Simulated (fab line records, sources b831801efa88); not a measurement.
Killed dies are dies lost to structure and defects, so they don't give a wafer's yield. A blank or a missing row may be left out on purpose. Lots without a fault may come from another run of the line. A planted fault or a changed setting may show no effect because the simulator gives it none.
Problem report in the 8D (eight disciplines) form, filled by code | flow gf180mcu | the parts of the form that need people (team, actions taken, sign-off) are left out

1. THE PROBLEM
CONTACT_W_RS at GF_CONTACT_RS_MEAS_25 reads a mean of 0.327 ohm/sq on 3 wafers of 2 lots; wafers without a fault read 0.385 ohm/sq with a standard deviation of 0.0069. That is -8.5 standard deviations from the usual mean.
The step: measures by four-point-probe.
First seen on wafer L853.3, day 21 11:56, on film_metro-01. The record holds 36 wafers of 12 lots with a number at this step. Rule for "out", or "out of limits": more than 4 standard deviations from the usual mean. The other wafers with a number count as sound.

2. WHAT IT IS AND WHAT IT IS NOT
question                    | is                           | is not
which readings at this step | CONTACT_W_RS                 | -
which lots                  | L853, L854                   | L839, L841, L843, L845, L846, L848, L849, L850, L852, L862
which wafers of those lots  | L853.3, L853.5, L854.6       | L853.6, L854.2, L854.5
read on which gauges        | film_metro-01, film_metro-02 | film_metro-04
when                        | from day 21 11:56            | up to then (28 sound wafers); but 5 sound wafers of L854, L862 came after

3. SUSPECTS, AND WHAT RULES EACH OUT
Counting: a tool at a process step up to the reading stays a suspect if it ran every lot that is out. Sound lots after the first of them don't rule it out here, since some wafers of a struck lot are sound.
- the gauge at GF_CONTACT_RS_MEAS_25: ruled out. The wafers that are out were read on 2 gauges (film_metro-01, film_metro-02).
- cvd_w-02 at GF_CONTACT_CVD_24 (deposits W, target thk 300 nm, time 90.339 s): kept. It ran every lot that is out, first L853 (day 21 11:49); its last sound lot up to then is L850 (day 20 12:55). Its own readings are out on those wafers: susceptor_temp_C.
- Within cvd_w-02 at GF_CONTACT_CVD_24: the wafers that are out ran in chamber 0; their sound lot-mates ran in chamber 1.
Left after counting: cvd_w-02 at GF_CONTACT_CVD_24.

4. THE CAUSE (what the simulator had put in)
Process parameter drift: cvd_w-02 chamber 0, from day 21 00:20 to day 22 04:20, at GF_CONTACT_CVD_24. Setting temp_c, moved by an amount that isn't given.
Counting left only this tool.

5. THE CHAIN OF EFFECTS, in route order
Each row: a reading whose mean over the struck wafers that have a number lies more than 3 standard deviations from the usual. Only readings for which the record gives a usual standard deviation are gone through. hours: the time from each lot's start at the first step in this table that gives one to its start at this step, as a median over the lots. sigmas: the change in usual standard deviations.
hours | step                   | reading          | usual        | on struck wafers | change | sigmas
0     | GF_CONTACT_CVD_24      | susceptor_temp_C | 400.03 C     | 410.13           | +10.10 | +48
0     | GF_CONTACT_RS_MEAS_25  | CONTACT_W_RS     | 0.385 ohm/sq | 0.327            | -0.058 | -8.5
0     | GF_CONTACT_THK_MEAS_26 | CONTACT_W_THK    | 302 nm       | 355              | +53    | +9.2
The process steps in it:
- GF_CONTACT_CVD_24: deposits W, target thk 300 nm, time 90.339 s.

6. WHAT WOULD HAVE CAUGHT IT SOONER
In this record the first reading out of limits at a measuring or inspecting step was taken at day 21 11:56, 12 hours after the fault began at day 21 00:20.
The tool's own readings at GF_CONTACT_CVD_24 were out on every struck wafer that the step has a row for (susceptor_temp_C): an alarm limit on them would have fired on the first of those.
Of the lots that are out (2), L854 began GF_CONTACT_CVD_24 on cvd_w-02 after day 21 11:56. A hold on the tool at that time would have spared it.
